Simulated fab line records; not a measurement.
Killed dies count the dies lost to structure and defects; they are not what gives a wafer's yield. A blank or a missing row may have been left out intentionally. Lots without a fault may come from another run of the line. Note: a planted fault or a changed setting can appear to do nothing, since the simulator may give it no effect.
Which tool did it? -- flow sky130 -- 11 lots, 33 wafers sampled, at 6 steps of a route of 708

== WHAT EACH GAUGE READ, for each wafer ==
SKY_POLY_GATE_THK_MEAS_01. Usual: POLY_GATE_CVD_00_THK typically reads 180.5 nm, with standard deviation 1.6.
lot,measured,on,POLY_GATE_CVD_00_THK (nm),flag
L247,day 14 09:29,film_metro-01,178.8 179.2 178.4,
L248,day 15 12:31,film_metro-03,180.8 179.7 179.5,
L249,day 15 20:07,film_metro-02,179.2 181.1 180.0,
L252,day 16 09:02,film_metro-01,180.2 183.5 181.8,
L261,day 19 15:36,film_metro-01,181.2 181.7 181.3,
L262,day 19 23:23,film_metro-01,180.2 178.6 181.1,
L263,day 20 06:29,film_metro-01,178.0 179.9 177.2,
L264,day 20 23:38,film_metro-03,180.4 180.9 182.5,
L265,day 21 02:32,film_metro-01,181.5 181.3 180.4,
L266,day 21 14:16,film_metro-02,178.5 178.1 179.1,
L267,day 21 22:58,film_metro-01,179.6 180.3 180.7,

SKY_LDD_LDN_OVL_MEAS_07. Usual: LDD_LDN_OVL typically reads -0.3 nm, with standard deviation 1.3.
lot,measured,on,LDD_LDN_OVL (nm),flag
L247,day 23 07:48,overlay-01,1.4 1.3 -1.4,
L248,day 24 11:38,overlay-02,-0.4 -0.4 -0.2,
L249,day 24 18:23,overlay-02,0.2 -1.0 2.2,
L252,day 25 13:08,overlay-02,- - -,OFF
L261,day 28 11:17,overlay-02,0.5 1.2 -1.4,
L262,day 28 22:09,overlay-01,-0.5 -2.1 -3.4,
L263,day 29 00:41,overlay-01,-1.1 -0.7 -0.7,
L264,day 29 18:05,overlay-02,0.0 -0.1 1.7,
L265,day 29 23:29,overlay-01,-0.1 -2.2 -1.4,
L266,day 30 07:38,overlay-02,0.9 -1.2 1.9,
L267,day 30 15:51,overlay-01,-0.5 -0.3 1.1,

SKY_LDD_LDN_TW_MEAS_13. Usual: LDD_LDN_TW typically reads 1486, with standard deviation 16.
lot,measured,on,LDD_LDN_TW,flag
L247,day 23 08:32,film_metro-03,1495 1484 1490,
L248,day 24 12:23,film_metro-03,1477 1475 1479,
L249,day 24 19:08,film_metro-03,1477 1471 1471,
L252,day 25 13:53,film_metro-03,30 30 30 30 30 30,OFF
L261,day 28 12:02,film_metro-01,1481 1481 1478,
L262,day 28 22:53,film_metro-01,1471 1477 1472,
L263,day 29 01:25,film_metro-03,1488 1487 1487,
L264,day 29 18:49,film_metro-03,1498 1494 1490,
L265,day 30 00:14,film_metro-03,1480 1474 1476,
L266,day 30 08:22,film_metro-01,1476 1477 1478,
L267,day 30 16:35,film_metro-04,1516 1522 1519,

== WHAT TOOL EACH LOT RAN ON (gives the tool, then ch and the chambers of the sampled wafers, and finally the start) ==
lot,SKY_POLY_GATE_ETCH_15,SKY_LDD_P_STRIP_10,SKY_LDD_LDN_EXPOSE_04
L247,"rie_diel-01 ch 0,2,3, day 16 17:57","plasma_asher-02 ch 0,1, day 19 09:16","iline_stepper-01 ch 0, day 22 16:14"
L248,"rie_diel-03 ch 1,2, day 17 22:20","plasma_asher-03 ch 0,1, day 20 16:55","iline_stepper-01 ch 0, day 23 20:52"
L249,"rie_diel-03 ch 0,1,2, day 18 07:24","plasma_asher-03 ch 0,1, day 20 22:35","iline_stepper-01 ch 0, day 24 04:14"
L252,"rie_diel-04 ch 0,1,3, day 18 22:15","plasma_asher-02 ch 0,1, day 21 18:49","iline_stepper-01 ch 0, day 24 22:14"
L261,"rie_diel-01 ch 0,1,3, day 22 06:33","plasma_asher-03 ch 0,1, day 24 21:07","iline_stepper-02 ch 0, day 27 21:28"
L262,"rie_diel-01 ch 0,1,3, day 22 16:24","plasma_asher-02 ch 0,1, day 25 07:05","iline_stepper-01 ch 0, day 28 07:57"
L263,"rie_diel-03 ch 0,1,2, day 22 21:18","plasma_asher-01 ch 0,1, day 25 10:29","iline_stepper-01 ch 0, day 28 10:05"
L264,"rie_diel-03 ch 0,1,3, day 23 14:45","plasma_asher-02 ch 0,1, day 26 04:05","iline_stepper-01 ch 0, day 29 03:42"
L265,"rie_diel-04 ch 0,1,2, day 23 18:58","plasma_asher-01 ch 0,1, day 26 10:10","iline_stepper-01 ch 0, day 29 09:59"
L266,"rie_diel-03 ch 0,2,3, day 24 05:18","plasma_asher-03 ch 0,1, day 26 17:53","iline_stepper-02 ch 0, day 29 17:46"
L267,"rie_diel-03 ch 1,2,3, day 24 12:54","plasma_asher-02 ch 0,1, day 27 01:41","iline_stepper-01 ch 0, day 30 02:22"
- SKY_POLY_GATE_ETCH_15: etches BARC in N2/H2, stops on SiO2, time 118.5 s, target depth 110 nm.
- SKY_LDD_P_STRIP_10: strips in O2/N2.
- SKY_LDD_LDN_EXPOSE_04: exposes mask LDNTM, target cd 700 nm.

== WHAT THE TOOLS THEMSELVES READ (means of the sampled wafers that have a number; where no wafer has one, the mark that the record gives instead) ==
SKY_POLY_GATE_ETCH_15. Usual: drypump_motor_current_A 5.8 A, standard deviation 0.41; oes_product_au 0.717 a.u., standard deviation 0.005; throttle_valve_pct 13.213 %, standard deviation 0.0089.
lot,tool,drypump_motor_current_A (A),oes_product_au (a.u.),throttle_valve_pct (%),flag
L247,rie_diel-01,5.9,0.716,13.208,
L248,rie_diel-03,5.9,0.720,13.210,
L249,rie_diel-03,5.7,0.715,13.214,
L252,rie_diel-04,5.6,0.716,13.216,
L261,rie_diel-01,6.1,0.721,13.207,
L262,rie_diel-01,6.1,0.717,13.218,
L263,rie_diel-03,5.6,0.715,13.224,
L264,rie_diel-03,5.7,0.718,13.212,
L265,rie_diel-04,5.4,0.713,13.206,
L266,rie_diel-03,5.6,0.717,13.209,
L267,rie_diel-03,6.0,0.717,13.224,

SKY_LDD_P_STRIP_10. Usual: drypump_motor_current_A 5.7 A, standard deviation 0.51; oes_product_au 0.716 a.u., standard deviation 0.0048; strip_time_to_endpoint_s 14.19 s, standard deviation 0.047.
lot,tool,drypump_motor_current_A (A),oes_product_au (a.u.),strip_time_to_endpoint_s (s),flag
L247,plasma_asher-02,5.9,0.715,14.26,
L248,plasma_asher-03,5.1,0.717,14.24,
L249,plasma_asher-03,5.5,0.712,14.27,
L252,plasma_asher-02,5.9,0.715,14.14,
L261,plasma_asher-03,5.5,0.720,14.16,
L262,plasma_asher-02,5.9,0.710,14.18,
L263,plasma_asher-01,5.9,0.717,14.16,
L264,plasma_asher-02,5.9,0.713,14.23,
L265,plasma_asher-01,5.9,0.718,14.21,
L266,plasma_asher-03,5.5,0.713,14.15,
L267,plasma_asher-02,5.9,0.717,14.15,

SKY_LDD_LDN_EXPOSE_04. Usual: 0.0 nm for focus_offset_nm, sd 0.49.
lot,tool,focus_offset_nm (nm),flag
L247,iline_stepper-01,0.5,
L248,iline_stepper-01,0.0,
L249,iline_stepper-01,-0.1,
L252,iline_stepper-01,-0.6,
L261,iline_stepper-02,0.4,
L262,iline_stepper-01,0.3,
L263,iline_stepper-01,-0.7,
L264,iline_stepper-01,0.3,
L265,iline_stepper-01,-0.1,
L266,iline_stepper-02,-0.6,
L267,iline_stepper-01,0.1,

== THE ANSWER, worked out from the rows above alone ==
Rule: take the mean of a lot's wafers that have a number; if it is more than 3 standard deviations from the usual mean, the lot is off. A lot without any number at a reading at which 4 lots or more have one is off too. All remaining lots with rows at the step are treated as sound. The gauges are gone through in route order, then the tools' own readings, and for those a lot's mean is taken as printed above. At the first step where some lot is off, the reading lying furthest off is the one used; lots without a number count as furthest.
Off: L252, seen at SKY_LDD_LDN_OVL_MEAS_07 (LDD_LDN_OVL). Without a number there: L252.
A tool fits if, at a process step before that reading, it ran every lot that is off, and no sound lot after the first of them. Not tried: the gauges at SKY_LDD_LDN_OVL_MEAS_07; whatever is off there is also off at SKY_LDD_LDN_TW_MEAS_13, on other tools, and gauge error can't account for it. Not one of the candidates tried fits.

== WHAT WAS PUT IN BY THE SIMULATOR ==
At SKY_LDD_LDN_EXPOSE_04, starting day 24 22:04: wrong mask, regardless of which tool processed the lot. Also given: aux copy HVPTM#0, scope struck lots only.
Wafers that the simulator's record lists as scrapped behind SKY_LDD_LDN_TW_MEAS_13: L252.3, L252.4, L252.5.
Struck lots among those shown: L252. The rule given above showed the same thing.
